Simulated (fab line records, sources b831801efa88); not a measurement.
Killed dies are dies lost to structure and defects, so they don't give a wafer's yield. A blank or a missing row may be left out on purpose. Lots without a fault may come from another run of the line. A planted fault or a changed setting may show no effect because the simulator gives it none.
Which tool did it? | flow sky130 | 13 lots, 39 wafers sampled, at 4 steps of a route of 708

WHAT THE GAUGES READ, wafer by wafer
SKY_VIA4_RS_MEAS_19: measures by four-point-probe. Usual: VIA4_W_RS 0.223 ohm/sq, standard deviation 0.0058.
lot  | measured     | on            | VIA4_W_RS (ohm/sq) | flag
L368 | day 43 15:28 | film_metro-02 | 0.229 0.233 0.232  |
L369 | day 43 18:48 | film_metro-02 | 0.234 0.232 0.229  |
L371 | day 44 03:29 | film_metro-03 | 0.223 0.220 0.215  |
L373 | day 44 09:28 | film_metro-03 | 0.224 0.224 0.226  |
L374 | day 44 12:45 | film_metro-01 | 0.216 0.217 0.221  |
L375 | day 45 02:49 | film_metro-02 | 0.228 0.228 0.228  |
L377 | day 45 16:12 | film_metro-01 | 0.222 0.215 0.215  |
L378 | day 46 00:25 | film_metro-01 | 0.223 0.215 0.220  |
L379 | day 46 01:37 | film_metro-01 | 0.220 0.213 0.220  |
L383 | day 47 16:11 | film_metro-03 | 0.218 0.220 0.214  |
L385 | day 47 16:28 | film_metro-03 | 0.214 0.224 0.215  |
L384 | day 47 19:58 | film_metro-01 | 0.229 0.229 0.226  |
L388 | day 49 01:04 | film_metro-03 | 0.223 0.221 0.215  |

SKY_VIA4_THK_MEAS_20: measures by xrf. Usual: VIA4_W_THK 520 nm, standard deviation 14.
lot  | measured     | on            | VIA4_W_THK (nm) | flag
L368 | day 43 15:34 | film_metro-02 | 508 495 503     |
L369 | day 43 18:55 | film_metro-02 | 492 499 507     |
L371 | day 44 03:36 | film_metro-03 | 517 524 535     |
L373 | day 44 09:35 | film_metro-03 | 514 514 510     |
L374 | day 44 12:52 | film_metro-01 | 542 539 528     |
L375 | day 45 02:55 | film_metro-02 | 513 515 514     |
L377 | day 45 16:19 | film_metro-01 | 521 537 535     |
L378 | day 46 00:32 | film_metro-01 | 523 539 527     |
L379 | day 46 01:44 | film_metro-01 | 529 544 524     |
L383 | day 47 16:16 | film_metro-03 | 525 521 534     |
L385 | day 47 16:33 | film_metro-03 | 533 513 534     |
L384 | day 47 20:05 | film_metro-01 | 503 501 508     |
L388 | day 49 01:11 | film_metro-03 | 513 515 536     |

SKY_METAL5_THK_MEAS_06: measures by xrf. Usual: METAL5_ALCU_THK 1129 nm, standard deviation 14.
lot  | measured     | on            | METAL5_ALCU_THK (nm) | flag
L368 | day 43 16:13 | film_metro-04 | 1137 1131 1132       |
L369 | day 43 19:34 | film_metro-04 | 1128 1134 1122       |
L371 | day 44 04:14 | film_metro-03 | 1132 1136 1140       |
L373 | day 44 10:14 | film_metro-04 | 1132 1126 1117       |
L374 | day 44 13:31 | film_metro-04 | 1123 1127 1131       |
L375 | day 45 03:34 | film_metro-04 | 1154 1160 1163       |
L377 | day 45 16:58 | film_metro-01 | 1148 1164 1139       |
L378 | day 46 01:11 | film_metro-01 | 1136 1135 1128       |
L379 | day 46 02:23 | film_metro-01 | 1135 1126 1116       |
L383 | day 47 16:55 | film_metro-01 | 1138 1125 1126       |
L385 | day 47 17:13 | film_metro-03 | 1113 1120 1118       |
L384 | day 47 20:44 | film_metro-01 | 1126 1127 1132       |
L388 | day 49 01:50 | film_metro-04 | 1149 1152 1150       |

WHICH TOOL RAN EACH LOT (tool, then ch and the chambers of the sampled wafers, then the start)
lot  | SKY_METAL5_SPUTTER_03
L368 | pvd_sputter-02, day 43 16:01
L369 | pvd_sputter-01, day 43 19:23
L371 | pvd_sputter-01, day 44 04:03
L373 | pvd_sputter-02, day 44 10:02
L374 | pvd_sputter-02, day 44 13:19
L375 | pvd_sputter-03, day 45 03:21
L377 | pvd_sputter-03, day 45 16:47
L378 | pvd_sputter-02, day 46 00:59
L379 | pvd_sputter-03, day 46 02:11
L383 | pvd_sputter-03, day 47 16:42
L385 | pvd_sputter-02, day 47 17:00
L384 | pvd_sputter-02, day 47 20:32
L388 | pvd_sputter-03, day 49 01:38
- SKY_METAL5_SPUTTER_03: material Ti, target thk 5 nm, time 3.3 s.

WHAT THE TOOLS THEMSELVES READ (means of the sampled wafers that have a number; where no wafer has one, the mark that the record gives instead)
SKY_METAL5_SPUTTER_03. Usual: chamber_pressure_pa 0.3999 Pa, standard deviation 0.00074; throttle_valve_pct 30.7 %, standard deviation 1.1.
lot  | tool           | chamber_pressure_pa (Pa) | throttle_valve_pct (%) | flag
L368 | pvd_sputter-02 | 0.4004                   | 30.5                   |
L369 | pvd_sputter-01 | 0.3994                   | 31.4                   |
L371 | pvd_sputter-01 | 0.3999                   | 31.4                   |
L373 | pvd_sputter-02 | 0.3997                   | 30.4                   |
L374 | pvd_sputter-02 | 0.3999                   | 31.3                   |
L375 | pvd_sputter-03 | 0.3993                   | 29.6                   |
L377 | pvd_sputter-03 | 0.4001                   | 29.8                   |
L378 | pvd_sputter-02 | 0.4001                   | 31.7                   |
L379 | pvd_sputter-03 | 0.3997                   | 29.8                   |
L383 | pvd_sputter-03 | 0.3494                   | 31.3                   | OFF
L385 | pvd_sputter-02 | 0.4004                   | 30.5                   |
L384 | pvd_sputter-02 | 0.3999                   | 31.0                   |
L388 | pvd_sputter-03 | 0.3500                   | 31.9                   | OFF

THE ANSWER, worked out from the rows above alone
Rule: a lot is off if the mean of its wafers that have a number lies more than 3 standard deviations from the usual mean. A lot without any number at a reading at which 4 lots or more have one is off too. The other lots that the step has rows for count as sound. The gauges are gone through in route order, then the tools' own readings, and for those a lot's mean is taken as printed above. The first step at which some lot is off is used, and at that step the reading that is off furthest; a lot without a number counts as furthest.
Off: L383, L388, at SKY_METAL5_SPUTTER_03 (chamber_pressure_pa).
A tool fits if, at that step or a process step before it, it ran every lot that is off, and no sound lot after the first of them. One fits: pvd_sputter-03 at SKY_METAL5_SPUTTER_03. Its last sound lot is L379 (day 46 02:11), its first lot that is off L383 (day 47 16:42): a fault that began between those two fits.
The tool's own readings at SKY_METAL5_SPUTTER_03 bear it out: on the lots that are off they differ by more than 5 times the standard deviation of the sound lots' means. chamber_pressure_pa reads 0.3497 Pa there against 0.3999 Pa on the sound lots.

WHAT THE SIMULATOR HAD PUT IN
Process parameter drift: pvd_sputter-03, from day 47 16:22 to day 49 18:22, at SKY_METAL5_SPUTTER_03. Setting chamber_pressure_pa, moved by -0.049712, from 0.4. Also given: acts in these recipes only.
Lots struck among those shown: L383, L388. The rule above found the same.
